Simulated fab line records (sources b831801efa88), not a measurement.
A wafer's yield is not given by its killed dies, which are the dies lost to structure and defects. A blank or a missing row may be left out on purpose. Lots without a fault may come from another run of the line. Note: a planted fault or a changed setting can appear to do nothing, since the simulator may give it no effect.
The tool behind it: which one? :: flow sky130 :: 6 lots, 17 wafers sampled, at 2 steps of a route of 708

== WHAT EACH GAUGE READ, for each wafer ==
SKY_LI_CONTACT_BOW_MEAS_03.
lot: L708
measured: day 28 22:16
on: film metro-04
LI_CONTACT_BOW (um): 48 53 50

lot: L709
measured: day 29 11:22
on: film metro-04
LI_CONTACT_BOW (um): 58 45 45

lot: L714
measured: day 30 14:59
on: film metro-02
LI_CONTACT_BOW (um): 53 58 60

lot: L717
measured: day 31 18:48
on: film metro-02
LI_CONTACT_BOW (um): 50 50 41

lot: L723
measured: day 33 09:52
on: film metro-01
LI_CONTACT_BOW (um): 63 55

lot: L730
measured: day 35 10:10
on: film metro-02
LI_CONTACT_BOW (um): 45 56 67

== WHAT TOOL EACH LOT RAN ON (gives the tool, then ch and the chambers of the sampled wafers, and finally the start) ==
lot: L708
SKY_LDD_LDN_STRIP_12: plasma asher-04 ch 0,1, day 23 19:57

lot: L709
SKY_LDD_LDN_STRIP_12: plasma asher-04 ch 0,1, day 24 10:20

lot: L714
SKY_LDD_LDN_STRIP_12: plasma asher-01 ch 1, day 25 15:53

lot: L717
SKY_LDD_LDN_STRIP_12: plasma asher-01 ch 0,1, day 26 21:08

lot: L723
SKY_LDD_LDN_STRIP_12: plasma asher-03 ch 0,1, day 28 14:36

lot: L730
SKY_LDD_LDN_STRIP_12: plasma asher-03 ch 0,1, day 30 16:15
- SKY_LDD_LDN_STRIP_12: strips in O2/N2.

== THE ANSWER, worked out from the rows above alone ==
Rule: usual is defined by the lots themselves. Put in order of their means at a reading, lots are off if they are a third of the lots or fewer, leave a main group of 4 or more, and stand apart from it by a gap of 3 or more times the standard deviation of the main group's means; of several such gaps the widest counts. The tables above print the reading to a certain number of digits; a main group whose means all agree to those digits is not used. Also off: a lot with no number at a reading for which 4 or more lots have one. The other lots that the step has rows for count as sound.
No lot is off on any of the readings shown, so nothing can be concluded from this.

== WHAT WAS PUT IN BY THE SIMULATOR ==
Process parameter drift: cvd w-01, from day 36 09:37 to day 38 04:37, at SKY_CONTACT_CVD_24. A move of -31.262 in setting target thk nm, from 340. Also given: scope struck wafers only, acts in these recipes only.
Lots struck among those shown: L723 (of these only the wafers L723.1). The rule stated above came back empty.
